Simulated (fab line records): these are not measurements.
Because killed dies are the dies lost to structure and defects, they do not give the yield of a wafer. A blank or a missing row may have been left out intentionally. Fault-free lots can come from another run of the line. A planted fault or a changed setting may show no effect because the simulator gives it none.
Chamber matching ; flow gf180mcu ; GF_V4_ETCH_16 on rie-diel-01: 4 sister chambers
The step etches BARC in N2/H2. 24 wafers are shown with their chamber, then 12 later ones without.

## EACH WAFER AND ITS CHAMBER
wafer;chamber;drypump-motor-current-A (A);throttle-valve-pct (%);oes-product-au (a.u.)
L077.1;1;5.1;13.230;0.853
L077.2;2;6.6;13.234;0.854
L077.6;2;6.6;13.223;0.857
L078.4;1;5.0;13.217;0.848
L078.5;3;6.3;13.224;0.856
L078.6;0;6.2;13.241;0.854
L079.2;2;6.6;13.226;0.852
L079.5;2;6.6;13.219;0.846
L079.6;1;5.1;13.225;0.854
L080.3;2;6.6;13.224;0.854
L080.4;3;6.3;13.205;0.847
L080.6;1;5.1;13.224;0.859
L081.3;1;5.1;13.210;0.857
L081.5;1;5.1;13.234;0.842
L081.6;0;6.2;13.232;0.852
L082.1;1;5.0;13.211;0.864
L082.3;3;6.3;13.218;0.859
L082.4;0;6.2;13.224;0.857
L083.3;1;5.1;13.210;0.850
L083.4;0;6.2;13.221;0.860
L083.5;2;6.6;13.213;0.863
L084.3;3;6.3;13.221;0.859
L084.4;1;5.1;13.231;0.846
L084.6;3;6.3;13.234;0.859

SIGNATURES (averages over the wafers above)
reading;chamber 0;chamber 1;chamber 2;chamber 3;scatter within a chamber
drypump-motor-current-A;6.200;5.078;6.600;6.300;0.0279
throttle-valve-pct;13.22950;13.22133;13.22317;13.22040;0.00911
oes-product-au;0.85575;0.85256;0.85433;0.85600;0.00582
Rule: for each reading, subtract the chamber's mean from the wafer's reading, divide by that reading's scatter and square the result; add these up over the readings and take the root, which gives the wafer's distance from the chamber. The wafer belongs to the nearest chamber; if the next one is less than 2 further off, it can't be placed. The scatter: take each reading less its chamber's mean, square it, sum over the shown wafers, divide by the number of wafers less the number of chambers, and take the root.

## WAFERS MISSING THEIR CHAMBER
wafer;drypump-motor-current-A (A);throttle-valve-pct (%);oes-product-au (a.u.)
L085.1;6.3;13.237;0.847
L085.5;6.3;13.215;0.856
L085.6;6.5;13.217;0.849
L087.1;6.2;13.211;0.861
L087.3;5.1;13.227;0.855
L087.6;6.2;13.241;0.855
L091.2;5.1;13.229;0.850
L091.3;6.7;13.223;0.851
L091.6;5.1;13.227;0.856
L097.3;5.1;13.233;0.852
L097.4;6.3;13.232;0.855
L097.5;6.6;13.207;0.853

## THE CHAMBER EACH PASSED THROUGH
wafer;from the rows above;in truth
L085.1;can't be placed: 3 or 0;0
L085.5;3;3
L085.6;2;2
L087.1;can't be placed: 0 or 3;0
L087.3;1;1
L087.6;0;0
L091.2;1;1
L091.3;2;2
L091.6;1;1
L097.3;1;1
L097.4;3;3
L097.5;2;2
Correct placement for 10 of the 12. These rows do not allow placing 2 (true chamber among the candidates in 2). Placed wrongly: 0.
